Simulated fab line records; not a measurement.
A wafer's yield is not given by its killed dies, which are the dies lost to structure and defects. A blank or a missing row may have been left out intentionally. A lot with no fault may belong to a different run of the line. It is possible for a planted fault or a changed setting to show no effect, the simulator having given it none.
Which of the tools did it? | flow sky130 | 72 wafers from 24 lots sampled at 6 of the route's 708 steps

WHAT THE GAUGES SHOWED, per wafer
SKY_LDD_P_CD_MEAS_07: the cd target is 380 nm. Usual: 380.4 nm for cd-nm, sd 2.
lot  | measured     | on        | cd-nm (nm)        | flag
L074 | day 19 03:35 | cd-sem-02 | 381.0 383.4 379.9 |
L075 | day 19 18:34 | cd-sem-02 | 378.3 377.1 379.3 |
L076 | day 19 19:18 | cd-sem-01 | 377.6 379.5 378.4 |
L077 | day 20 09:43 | cd-sem-02 | 378.9 377.9 377.8 |
L078 | day 20 10:01 | cd-sem-01 | 380.6 380.5 378.2 |
L079 | day 20 19:12 | cd-sem-01 | 382.1 380.7 383.0 |
L080 | day 21 05:39 | cd-sem-01 | 378.8 379.7 380.5 |
L081 | day 21 13:01 | cd-sem-02 | 379.6 379.9 379.4 |
L082 | day 21 19:43 | cd-sem-01 | 381.3 379.2 380.0 |
L083 | day 22 10:47 | cd-sem-02 | 383.8 384.8 383.1 |
L084 | day 22 23:37 | cd-sem-02 | 378.4 380.7 380.2 |
L085 | day 23 01:40 | cd-sem-01 | 379.6 378.6 381.9 |
L086 | day 23 19:43 | cd-sem-01 | 381.4 380.4 380.3 |
L087 | day 24 05:16 | cd-sem-02 | 382.0 380.9 381.4 |
L088 | day 24 09:12 | cd-sem-01 | 382.6 383.7 382.1 |
L091 | day 25 00:58 | cd-sem-01 | 381.5 382.3 382.0 |
L090 | day 25 01:44 | cd-sem-01 | 377.5 375.8 377.4 |
L089 | day 25 02:57 | cd-sem-01 | 377.2 378.5 382.0 |
L092 | day 26 11:14 | cd-sem-01 | 379.5 379.0 378.4 |
L093 | day 26 13:58 | cd-sem-02 | 378.4 380.0 377.0 |
L094 | day 26 14:16 | cd-sem-01 | 383.0 384.6 381.9 |
L095 | day 26 15:17 | cd-sem-02 | 379.1 378.9 377.3 |
L096 | day 26 20:34 | cd-sem-02 | 381.8 382.1 383.3 |
L097 | day 27 00:30 | cd-sem-01 | 379.6 377.3 379.1 |

SKY_LI_CONTACT_RS_MEAS_22: the measuring method here is four-point-probe. Usual: LI_CONTACT_W_RS 0.285 ohm/sq, standard deviation 0.0047.
lot  | measured     | on            | LI_CONTACT_W_RS (ohm/sq) | flag
L074 | day 29 06:31 | film-metro-01 | 0.288 0.290 0.284        |
L075 | day 29 16:40 | film-metro-02 | 0.284 0.281 0.277        |
L076 | day 29 20:38 | film-metro-01 | 0.292 0.283 0.284        |
L077 | day 30 07:07 | film-metro-03 | 0.289 0.279 0.288        |
L078 | day 30 09:16 | film-metro-03 | 0.289 0.283 0.284        |
L079 | day 30 16:53 | film-metro-03 | 0.279 0.278 0.285        |
L080 | day 31 03:25 | film-metro-03 | 0.290 0.288 0.294        |
L081 | day 31 08:57 | film-metro-03 | 0.278 0.279 0.279        |
L082 | day 31 14:53 | film-metro-03 | 0.285 0.290 0.283        |
L083 | day 32 02:37 | film-metro-01 | 0.282 0.286 0.286        |
L084 | day 32 13:43 | film-metro-02 | 0.282 0.292 0.282        |
L085 | day 32 19:01 | film-metro-01 | 0.281 0.280 0.284        |
L086 | day 33 08:18 | film-metro-03 | 0.283 0.286 0.293        |
L087 | day 33 15:45 | film-metro-02 | 0.281 0.283 0.280        |
L088 | day 33 20:41 | film-metro-03 | 0.276 0.282 0.280        |
L091 | day 34 12:40 | film-metro-03 | 0.283 0.294 0.290        |
L090 | day 34 13:11 | film-metro-03 | 0.280 0.276 0.280        |
L089 | day 34 14:32 | film-metro-03 | 0.287 0.283 0.283        |
L092 | day 35 20:31 | film-metro-02 | 0.280 0.280 0.289        |
L093 | day 35 20:58 | film-metro-01 | 0.289 0.289 0.283        |
L094 | day 35 21:37 | film-metro-01 | 0.292 0.277 0.287        |
L095 | day 35 22:17 | film-metro-01 | 0.283 0.283 0.293        |
L096 | day 35 22:53 | film-metro-02 | 0.291 0.282 0.290        |
L097 | day 36 07:40 | film-metro-03 | 0.286 0.297 0.287        |

SKY_LOCAL_INTERCONNECT_CD_MEAS_11: the cd target is 170 nm. Usual: 169.7 nm for cd-nm, sd 1.3.
lot  | measured     | on        | cd-nm (nm)        | flag
L074 | day 30 11:18 | cd-sem-02 | 168.9 168.8 168.8 |
L075 | day 30 20:38 | cd-sem-02 | 169.5 168.7 169.3 |
L076 | day 31 01:38 | cd-sem-01 | 171.5 171.7 170.9 |
L077 | day 31 11:35 | cd-sem-02 | 168.3 168.9 170.0 |
L078 | day 31 13:55 | cd-sem-02 | 168.5 169.1 168.4 |
L079 | day 31 21:18 | cd-sem-01 | 169.7 170.6 170.9 |
L080 | day 32 06:28 | cd-sem-01 | 169.0 168.8 168.0 |
L081 | day 32 13:14 | cd-sem-02 | 169.4 171.1 169.6 |
L082 | day 32 18:39 | cd-sem-01 | 167.9 166.3 169.1 |
L083 | day 33 05:56 | cd-sem-02 | 170.1 171.8 170.9 |
L084 | day 33 16:11 | cd-sem-02 | 170.3 169.9 171.6 |
L085 | day 33 22:11 | cd-sem-02 | 171.0 170.0 171.8 |
L086 | day 34 11:44 | cd-sem-01 | 168.2 168.9 168.5 |
L087 | day 34 17:46 | cd-sem-02 | 169.5 169.4 169.2 |
L088 | day 34 23:09 | cd-sem-01 | 169.0 168.9 170.9 |
L091 | day 35 16:25 | cd-sem-01 | 170.3 170.6 171.7 |
L090 | day 35 16:29 | cd-sem-02 | 170.7 170.8 169.8 |
L089 | day 35 18:11 | cd-sem-01 | 171.1 170.3 171.3 |
L092 | day 36 23:38 | cd-sem-02 | 167.6 166.0 167.9 |
L093 | day 36 23:59 | cd-sem-02 | 170.0 170.5 170.5 |
L094 | day 37 00:49 | cd-sem-02 | 169.0 170.0 169.7 |
L095 | day 37 01:11 | cd-sem-01 | 170.3 169.7 170.2 |
L096 | day 37 02:02 | cd-sem-02 | 168.4 169.4 169.2 |
L097 | day 37 10:38 | cd-sem-02 | 167.5 168.3 169.1 |

SKY_METAL1_OVL_MEAS_16. Usual: METAL1_OVL 3 nm, standard deviation 5.7.
lot  | measured     | on         | METAL1_OVL (nm) | flag
L074 | day 32 22:10 | overlay-01 | 9 11 15         |
L075 | day 33 06:12 | overlay-02 | 10 4 9          |
L076 | day 33 11:17 | overlay-01 | 2 6 7           |
L077 | day 33 20:12 | overlay-02 | 10 3 -1         |
L078 | day 33 22:39 | overlay-01 | 5 1 3           |
L079 | day 34 05:16 | overlay-02 | 10 -3 2         |
L080 | day 34 14:09 | overlay-01 | 13 8 3          |
L081 | day 34 20:26 | overlay-02 | 6 6 13          |
L082 | day 35 03:26 | overlay-02 | 0 3 7           |
L083 | day 35 13:51 | overlay-01 | 0 -3 3          |
L084 | day 35 23:23 | overlay-01 | 5 3 2           |
L085 | day 36 06:32 | overlay-02 | 8 9 2           |
L086 | day 36 19:44 | overlay-02 | -4 5 1          |
L087 | day 37 02:08 | overlay-02 | -5 2 -3         |
L088 | day 37 06:44 | overlay-02 | 8 -1 3          |
L091 | day 38 01:02 | overlay-02 | 5 6 8           |
L090 | day 38 01:24 | overlay-02 | 2 -3 13         |
L089 | day 38 02:38 | overlay-01 | 1 2 1           |
L092 | day 39 06:24 | overlay-02 | 6 -1 -4         |
L093 | day 39 07:42 | overlay-02 | -7 -6 -4        |
L094 | day 39 08:40 | overlay-02 | -4 0 -5         |
L095 | day 39 09:04 | overlay-02 | 5 2 6           |
L096 | day 39 09:36 | overlay-01 | 8 10 8          |
L097 | day 39 16:40 | overlay-02 | -3 -6 6         |

EACH LOT AND THE TOOL THAT RAN IT (in order: tool; ch and the chambers of the sampled wafers; start)
lot  | SKY_GATE_OXIDE_STRIP_13              | SKY_POLY_GATE_STRIP_18
L074 | plasma-asher-04 ch 0,1, day 13 15:57 | plasma-asher-03 ch 0,1, day 16 11:28
L075 | plasma-asher-03 ch 0,1, day 14 06:27 | plasma-asher-01 ch 0,1, day 17 00:46
L076 | plasma-asher-04 ch 0,1, day 14 07:40 | plasma-asher-02 ch 1, day 17 01:01
L077 | plasma-asher-04 ch 0,1, day 14 22:13 | plasma-asher-02 ch 0,1, day 17 11:19
L078 | plasma-asher-03 ch 0, day 15 06:19   | plasma-asher-01 ch 0,1, day 17 19:21
L079 | plasma-asher-04 ch 0,1, day 15 09:30 | plasma-asher-02 ch 0,1, day 17 23:03
L080 | plasma-asher-02 ch 0,1, day 15 18:23 | plasma-asher-03 ch 0,1, day 18 07:38
L081 | plasma-asher-03 ch 0,1, day 16 03:52 | plasma-asher-03 ch 0, day 18 18:49
L082 | plasma-asher-03 ch 0,1, day 16 10:47 | plasma-asher-03 ch 0,1, day 19 03:22
L083 | plasma-asher-02 ch 0,1, day 16 19:27 | plasma-asher-01 ch 0,1, day 19 18:55
L084 | plasma-asher-02 ch 0,1, day 17 09:46 | plasma-asher-01 ch 0,1, day 20 06:51
L085 | plasma-asher-04 ch 0,1, day 17 12:34 | plasma-asher-02 ch 0,1, day 20 09:06
L086 | plasma-asher-02 ch 0,1, day 18 06:31 | plasma-asher-03 ch 0, day 21 04:49
L087 | plasma-asher-03 ch 0,1, day 18 16:58 | plasma-asher-02 ch 0,1, day 21 13:46
L088 | plasma-asher-03 ch 0,1, day 18 23:58 | plasma-asher-01 ch 0,1, day 21 17:55
L091 | plasma-asher-03 ch 0,1, day 19 14:29 | plasma-asher-03 ch 0,1, day 22 09:04
L090 | plasma-asher-02 ch 0,1, day 19 14:46 | plasma-asher-02 ch 0,1, day 22 10:22
L089 | plasma-asher-04 ch 0,1, day 19 15:05 | plasma-asher-02 ch 0,1, day 22 11:54
L092 | plasma-asher-02 ch 0,1, day 20 06:52 | plasma-asher-02 ch 0,1, day 23 22:09
L093 | plasma-asher-03 ch 0,1, day 20 17:21 | plasma-asher-02 ch 0,1, day 24 00:28
L094 | plasma-asher-03 ch 0,1, day 20 19:05 | plasma-asher-01 ch 0,1, day 24 00:47
L095 | plasma-asher-04 ch 0,1, day 21 05:05 | plasma-asher-03 ch 0,1, day 24 00:52
L096 | plasma-asher-04 ch 0,1, day 21 11:25 | plasma-asher-03 ch 0,1, day 24 07:19
L097 | plasma-asher-04 ch 0,1, day 21 18:26 | plasma-asher-03 ch 0,1, day 24 12:14
- SKY_GATE_OXIDE_STRIP_13: strips in O2/N2.
- SKY_POLY_GATE_STRIP_18: strips in O2/N2.

WHAT THE TOOLS THEMSELVES READ (means of the sampled wafers that have a number; where no wafer has one, the mark that the record gives instead)
SKY_GATE_OXIDE_STRIP_13. Usual: drypump-motor-current-A 6.0 A, standard deviation 0.47; n2-flow-sccm 299.9 sccm, standard deviation 0.88; oes-product-au 0.715 a.u., standard deviation 0.0049; strip-time-to-endpoint-s 14.17 s, standard deviation 0.04.
lot  | tool            | drypump-motor-current-A (A) | n2-flow-sccm (sccm) | oes-product-au (a.u.) | strip-time-to-endpoint-s (s) | flag
L074 | plasma-asher-04 | 6.0                         | 300.2               | 0.714                 | 14.13                        |
L075 | plasma-asher-03 | 5.7                         | 299.0               | 0.716                 | 14.19                        |
L076 | plasma-asher-04 | 6.0                         | 300.3               | 0.723                 | 14.17                        |
L077 | plasma-asher-04 | 6.3                         | 299.8               | 0.720                 | 14.21                        |
L078 | plasma-asher-03 | 5.8                         | 298.9               | 0.716                 | 14.16                        |
L079 | plasma-asher-04 | 6.0                         | 301.4               | 0.714                 | 14.12                        |
L080 | plasma-asher-02 | 5.9                         | 299.5               | 0.711                 | 14.20                        |
L081 | plasma-asher-03 | 5.6                         | 300.2               | 0.715                 | 14.12                        |
L082 | plasma-asher-03 | 5.7                         | 299.5               | 0.711                 | 14.13                        |
L083 | plasma-asher-02 | 6.4                         | 300.1               | 0.715                 | 14.21                        |
L084 | plasma-asher-02 | 5.9                         | 299.1               | 0.714                 | 14.15                        |
L085 | plasma-asher-04 | 6.0                         | 299.8               | 0.716                 | 14.16                        |
L086 | plasma-asher-02 | 6.4                         | 299.9               | 0.714                 | 14.16                        |
L087 | plasma-asher-03 | 5.7                         | 299.2               | 0.715                 | 14.18                        |
L088 | plasma-asher-03 | 5.6                         | 300.2               | 0.711                 | 14.20                        |
L091 | plasma-asher-03 | 5.7                         | 299.9               | 0.716                 | 14.11                        |
L090 | plasma-asher-02 | 5.9                         | 299.5               | 0.711                 | 14.17                        |
L089 | plasma-asher-04 | 6.1                         | 299.2               | 0.718                 | 14.13                        |
L092 | plasma-asher-02 | 5.9                         | 300.3               | 0.717                 | 14.21                        |
L093 | plasma-asher-03 | 5.7                         | 300.8               | 0.712                 | 14.24                        |
L094 | plasma-asher-03 | 5.7                         | 300.8               | 0.720                 | 14.16                        |
L095 | plasma-asher-04 | 6.0                         | 300.5               | 0.713                 | 14.22                        |
L096 | plasma-asher-04 | 6.3                         | 299.8               | 0.714                 | 14.20                        |
L097 | plasma-asher-04 | 6.0                         | 300.8               | 0.717                 | 14.15                        |

SKY_POLY_GATE_STRIP_18. Usual: drypump-motor-current-A 5.9 A, standard deviation 0.51; n2-flow-sccm 300.0 sccm, standard deviation 0.78; oes-product-au 0.361 a.u., standard deviation 0.0045; strip-time-to-endpoint-s 3.18 s, standard deviation 0.06.
lot  | tool            | drypump-motor-current-A (A) | n2-flow-sccm (sccm) | oes-product-au (a.u.) | strip-time-to-endpoint-s (s) | flag
L074 | plasma-asher-03 | 5.7                         | 300.6               | 0.358                 | 3.17                         |
L075 | plasma-asher-01 | 5.7                         | 299.7               | 0.364                 | 3.24                         |
L076 | plasma-asher-02 | 5.5                         | 299.4               | 0.361                 | 3.17                         |
L077 | plasma-asher-02 | 6.4                         | 299.5               | 0.358                 | 3.13                         |
L078 | plasma-asher-01 | 5.7                         | 299.6               | 0.362                 | 3.18                         |
L079 | plasma-asher-02 | 6.4                         | 299.9               | 0.364                 | 3.17                         |
L080 | plasma-asher-03 | 5.6                         | 299.5               | 0.366                 | 3.22                         |
L081 | plasma-asher-03 | 5.8                         | 300.5               | 0.360                 | 3.14                         |
L082 | plasma-asher-03 | 5.7                         | 300.3               | 0.369                 | 3.27                         |
L083 | plasma-asher-01 | 5.7                         | 299.9               | 0.358                 | 3.11                         |
L084 | plasma-asher-01 | 5.7                         | 299.6               | 0.367                 | 3.24                         |
L085 | plasma-asher-02 | 5.9                         | 300.3               | 0.362                 | 3.17                         |
L086 | plasma-asher-03 | 5.7                         | 300.3               | 0.361                 | 3.18                         |
L087 | plasma-asher-02 | 5.9                         | 300.6               | 0.359                 | 3.11                         |
L088 | plasma-asher-01 | 6.1                         | 299.2               | 0.365                 | 3.22                         |
L091 | plasma-asher-03 | 5.7                         | 299.8               | 0.359                 | 3.16                         |
L090 | plasma-asher-02 | 6.3                         | 299.9               | 0.361                 | 3.25                         |
L089 | plasma-asher-02 | 6.4                         | 299.0               | 0.364                 | 3.18                         |
L092 | plasma-asher-02 | 5.9                         | 300.0               | 0.362                 | 3.17                         |
L093 | plasma-asher-02 | 5.9                         | 299.2               | 0.360                 | 3.15                         |
L094 | plasma-asher-01 | 6.1                         | 300.4               | 0.359                 | 3.17                         |
L095 | plasma-asher-03 | 5.6                         | 300.7               | 0.361                 | 3.15                         |
L096 | plasma-asher-03 | 5.7                         | 298.8               | 0.362                 | 3.17                         |
L097 | plasma-asher-03 | 5.6                         | 300.7               | 0.359                 | 3.17                         |

THE ANSWER, worked out from the rows above alone
Rule: a lot is off if the mean of its wafers that have a number lies more than 3 standard deviations from the usual mean. A lot without any number at a reading at which 4 lots or more have one is off too. The other lots that the step has rows for count as sound. Order of review: gauges by route order, followed by the tools' own readings, for which a lot's mean as printed above is used. The first step at which some lot is off is used, and at that step the reading that is off furthest; a lot without a number counts as furthest.
No lot is off on any of the readings shown, so nothing can be concluded from this.

WHAT HAD BEEN PUT IN BY THE SIMULATOR
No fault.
